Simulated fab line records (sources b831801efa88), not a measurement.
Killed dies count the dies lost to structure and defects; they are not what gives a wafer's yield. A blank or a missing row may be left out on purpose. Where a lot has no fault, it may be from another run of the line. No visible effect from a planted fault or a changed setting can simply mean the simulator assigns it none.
Lot-split experiment + flow gf180mcu + on a route of 602 steps: 5 lots, 23 wafers read

ON THE SPLIT
At GF_CONTACT_CMP_04 (polishes SiO2), the setting leave-above-ref-nm was moved away from the recipe's 560 nm on 7 of the 23 wafers read, by -4.5% to -3.3%. This setting was run at the recipe's value on the other wafers.

The reading is taken at the split's own step.

THE READING
SiO2_of_CONTACT_CVD_02.thk-nm (the simulator's own value, which no gauge read), in nm, at GF_CONTACT_CMP_04 (polishes SiO2). The file does not state a usual value for it. Across the 16 wafers here that went through the recipe, the average is 559.9 nm and the standard deviation 0.96 nm.

| wafer  | tool, chamber at the split | leave-above-ref-nm as run, nm | against the recipe | SiO2_of_CONTACT_CVD_02.thk-nm, nm | against lot-mates on the recipe |
|--------|----------------------------|-------------------------------|--------------------|-----------------------------------|---------------------------------|
| L074.4 | cmp-02, 3                  | 560                           | recipe             | 561.4                             | -                               |
| L074.2 | cmp-02, 0                  | 560                           | recipe             | 560                               | -                               |
| L074.6 | cmp-02, 1                  | 560                           | recipe             | 560.3                             | -                               |
| L076.1 | cmp-01, 3                  | 541.7                         | -3.3%              | 541.7                             | -17.5                           |
| L076.3 | cmp-01, 0                  | 541.7                         | -3.3%              | 541.6                             | -17.6                           |
| L076.2 | cmp-01, 2                  | 560                           | recipe             | 559.2                             | -                               |
| L076.6 | cmp-01, 3                  | 560                           | recipe             | 559.3                             | -                               |
| L076.5 | cmp-01, 0                  | 541.7                         | -3.3%              | 540.2                             | -19.0                           |
| L077.3 | cmp-02, 1                  | 560                           | recipe             | 558                               | -                               |
| L077.1 | cmp-02, 3                  | 560                           | recipe             | 560.2                             | -                               |
| L077.4 | cmp-02, 0                  | 560                           | recipe             | 559.3                             | -                               |
| L077.6 | cmp-02, 1                  | 560                           | recipe             | 559.7                             | -                               |
| L077.5 | cmp-02, 2                  | 560                           | recipe             | 559                               | -                               |
| L081.3 | cmp-02, 1                  | 537.5                         | -4.0%              | 539.3                             | -21.9                           |
| L081.4 | cmp-02, 3                  | 560                           | recipe             | 561.6                             | -                               |
| L081.2 | cmp-02, 0                  | 537.5                         | -4.0%              | 537.5                             | -23.7                           |
| L081.6 | cmp-02, 1                  | 560                           | recipe             | 560.2                             | -                               |
| L081.5 | cmp-02, 2                  | 560                           | recipe             | 561.7                             | -                               |
| L084.2 | cmp-01, 2                  | 560                           | recipe             | 559.7                             | -                               |
| L084.1 | cmp-01, 3                  | 560                           | recipe             | 560                               | -                               |
| L084.4 | cmp-01, 0                  | 534.7                         | -4.5%              | 533                               | -26.7                           |
| L084.3 | cmp-01, 1                  | 560                           | recipe             | 559.4                             | -                               |
| L084.5 | cmp-01, 2                  | 534.7                         | -4.5%              | 534.6                             | -25.1                           |

THE FIT
A straight line over all 23 wafers: SiO2_of_CONTACT_CVD_02.thk-nm changes by +5.64 nm for each +1% of leave-above-ref-nm; r = +1.00; the points scatter about the line by 1 nm.
The same after taking each lot's own level away (the mean of its wafers on the recipe; 23 wafers): +5.66 nm for each +1%; r = +1.00; scatter 0.7 nm.
The reading moves by 26 nm for the largest change in leave-above-ref-nm, on that fit.
The lots' own levels span 559.24 to 561.17 nm, that is 2.0 times the standard deviation above.
Hence the lot-to-lot level has little effect on the slope; both slopes agree.
Check: with one of the wafers moved furthest among these (-4.5%) left out of the fit, the line predicts -25.3 nm for it against its lot-mates. Against them it came out at -26.7 nm.

ADDITIONAL SPLITS CARRIED BY THESE WAFERS
Other splits were also applied to these wafers ahead of the reading. Each is held against what the fit with the lots' levels taken away leaves over:
| other split on the same wafers   | wafers away from the commonest value | r with SiO2_of_CONTACT_CVD_02.thk-nm (lot level and that fit taken away) |
|----------------------------------|--------------------------------------|--------------------------------------------------------------------------|
| GF_SAB_CVD_00 time-s             | 8                                    | -0.03                                                                    |
| GF_SAB_DEVELOP_08 develop-time-s | 7                                    | +0.23                                                                    |
| GF_SALICIDE_SPUTTER_03 time-s    | 9                                    | +0.23                                                                    |
| GF_CONTACT_CVD_00 sih4-flow-sccm | 10                                   | +0.35                                                                    |

THE WHOLE CHAIN: every reading that the file lists as answering this split, in the file's order
| step               | what it does                                                   | reading                                                                        | change (the file's fit)                                                                    | r (the file's) |
|--------------------|----------------------------------------------------------------|--------------------------------------------------------------------------------|--------------------------------------------------------------------------------------------|----------------|
| GF_CONTACT_CMP_04  | polishes SiO2                                                  | SiO2_of_CONTACT_CVD_02.thk-nm (the simulator's own value, which no gauge read) | +5.67 nm for each +1% of the setting                                                       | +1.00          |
| GF_CONTACT_ETCH_17 | etches SiO2 in C4F8/O2/Ar, stops on CoSi2, target depth 860 nm | CONTACT.feature-depth-nm (the simulator's own value, which no gauge read)      | +5.35 nm for each +1% of the setting, in a fit together with sih4-flow-sccm@CONTACT_CVD_00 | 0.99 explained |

FILE'S OWN FIT
SiO2_of_CONTACT_CVD_02.thk-nm changes by +5.67 nm for each +1% of leave-above-ref-nm, r = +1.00.
